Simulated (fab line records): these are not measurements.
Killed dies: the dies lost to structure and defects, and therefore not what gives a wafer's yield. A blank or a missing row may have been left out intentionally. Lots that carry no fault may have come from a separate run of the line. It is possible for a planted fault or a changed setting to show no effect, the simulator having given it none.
Which tool did it? | flow sky130 | 6 lots with 18 wafers sampled at 4 steps, on a route of 708 steps

WHAT THE GAUGES SHOWED, per wafer
SKY_LDD_LDN_OVL_MEAS_07.
lot  | measured     | on         | LDD_LDN_OVL (nm)
L604 | day 24 15:22 | overlay-01 | 2.4 0.9 1.4
L607 | day 25 15:40 | overlay-02 | 0.3 0.3 0.8
L612 | day 27 14:46 | overlay-01 | 0.1 -0.5 0.5
L614 | day 28 03:43 | overlay-02 | 2.7 0.8 0.7
L621 | day 30 10:55 | overlay-01 | -1.1 -1.2 1.1
L623 | day 31 00:47 | overlay-02 | 0.4 -0.3 1.7

WHAT TOOL EACH LOT RAN ON (gives the tool, then ch and the chambers of the sampled wafers, and finally the start)
lot  | SKY_SONOS_ONO_ETCH_15              | SKY_LDD_N_IMPLANT_14            | SKY_LDD_HVP_STRIP_09
L604 | rie-diel-04 ch 0,2, day 13 23:54   | implanter-04 ch 0, day 19 10:36 | plasma-asher-03 ch 0,1, day 23 08:32
L607 | rie-diel-03 ch 1,2, day 14 23:16   | implanter-04 ch 0, day 20 12:09 | plasma-asher-02 ch 0,1, day 24 09:20
L612 | rie-diel-04 ch 1,2,3, day 16 17:01 | implanter-02 ch 0, day 22 11:27 | plasma-asher-04 ch 0,1, day 26 08:39
L614 | rie-diel-02 ch 2,3, day 17 12:04   | implanter-03 ch 0, day 23 01:53 | plasma-asher-03 ch 0,1, day 26 22:08
L621 | rie-diel-04 ch 0,1,2, day 19 22:37 | implanter-04 ch 0, day 25 13:06 | plasma-asher-04 ch 0,1, day 29 06:47
L623 | rie-diel-02 ch 2,3, day 20 12:31   | implanter-03 ch 0, day 26 03:08 | plasma-asher-03 ch 0,1, day 29 20:25
- SKY_SONOS_ONO_ETCH_15: etches the open film in CHF3/O2, target depth 19.52 nm, time 7.8 s.
- SKY_LDD_N_IMPLANT_14
- SKY_LDD_HVP_STRIP_09: strips in O2/N2.

THE ANSWER, worked out from the rows above alone
Rule: usual is defined by the lots themselves. The widest of any qualifying gaps counts: lots, ordered by their means at a reading, are off when they make up no more than a third of the lots, leave a main group of 4 or more, and stand apart from it by 3 or more times the standard deviation of that group's means. If all means in a main group match to the digits the tables above print for the reading, that group is not used. A lot without any number at a reading at which 4 lots or more have one is off too. Any other lot the step has rows for is counted as sound.
No lot is off at any reading shown: from this, nothing can be told.

WHAT HAD BEEN PUT IN BY THE SIMULATOR
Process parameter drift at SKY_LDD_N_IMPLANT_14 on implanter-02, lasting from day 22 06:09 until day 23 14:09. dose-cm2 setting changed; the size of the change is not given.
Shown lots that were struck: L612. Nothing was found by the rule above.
